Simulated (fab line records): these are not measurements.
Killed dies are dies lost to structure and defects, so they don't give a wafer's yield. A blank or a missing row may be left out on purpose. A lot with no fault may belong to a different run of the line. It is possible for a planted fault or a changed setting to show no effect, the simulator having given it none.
2 desks looking at one fault || flow gf180mcu || only its own numbers are on each desk; what lay behind them is given at the end

AT THE METROLOGY DESK
Lot by lot, what the gauges showed, no matter which tool ran the lot: averages of those sampled wafers that carry a number. A lot is out of limits, marked OUT, if its mean lies more than 4 standard deviations from the usual mean; the brackets give that distance.
Columns: A = V2_CVD_00_THK at GF_V2_THK_MEAS_01, usual 601 nm
{"lot": "L323", "first seen here": "day 21 06:46", "A": 610}
{"lot": "L324", "first seen here": "day 21 21:19", "A": 596}
{"lot": "L326", "first seen here": "day 22 13:24", "A": 597}
{"lot": "L327", "first seen here": "day 22 17:17", "A": 602}
{"lot": "L328", "first seen here": "day 23 05:41", "A": 605}
{"lot": "L329", "first seen here": "day 23 11:08", "A": 599}
{"lot": "L330", "first seen here": "day 23 17:27", "A": 602}
{"lot": "L331", "first seen here": "day 24 08:26", "A": 598}
{"lot": "L336", "first seen here": "day 25 18:01", "A": 600}
{"lot": "L337", "first seen here": "day 26 05:06", "A": 602}
{"lot": "L338", "first seen here": "day 26 10:13", "A": 601}
{"lot": "L344", "first seen here": "day 28 00:45", "A": 601}
{"lot": "L345", "first seen here": "day 28 09:19", "A": 602}
{"lot": "L346", "first seen here": "day 28 14:18", "A": 603}
Result from this desk: across the 14 lots, nothing is out of limits.

THE TOOL OWNER'S DESK: lithoTrack-03
The tool's own readings at GF_HV_LDD_DEVELOP_30 (develop time 60 s): means of the sampled wafers that have a number, for each lot that ran on this tool. A lot is out of limits, marked OUT, if its mean lies more than 4 standard deviations from the usual mean; the brackets give that distance.
Columns: A = developerTempC at GF_HV_LDD_DEVELOP_30, usual 22.99 C
{"lot": "L323", "first seen here": "day 12 22:14", "A": 22.99}
{"lot": "L328", "first seen here": "day 14 16:19", "A": 23.17}
{"lot": "L329", "first seen here": "day 14 22:08", "A": 22.95}
{"lot": "L331", "first seen here": "day 15 16:44", "A": 22.99}
{"lot": "L337", "first seen here": "day 17 15:08", "A": "23.99 (+10) OUT"}
{"lot": "L338", "first seen here": "day 17 20:32", "A": "23.84 (+8.7) OUT"}
{"lot": "L346", "first seen here": "day 20 07:31", "A": 22.90}
This desk's verdict: out of limits on L337, L338, starting with L337 at day 17 15:08 (developerTempC at GF_HV_LDD_DEVELOP_30). In limits: L323, L328, L329, L331, L346.

TAKEN TOGETHER
On L337, L338, at day 17 15:08, an alarm was possible from the tool owner's desk.
At the metrology desk, nothing out of limits was observed.
The metrology desk holds a record of L337, L338, inside its limits.
Of the lots named, all ran GF_HV_LDD_DEVELOP_30 on lithoTrack-03.

WHAT THE SIMULATOR PUT IN
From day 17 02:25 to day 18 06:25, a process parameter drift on lithoTrack-03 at GF_HV_LDD_DEVELOP_30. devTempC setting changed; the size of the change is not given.
Shown lots that were struck: L337, L338.
Time in hours from fault onset to the first out-of-limits reading at each desk: the tool owner's desk, 13.
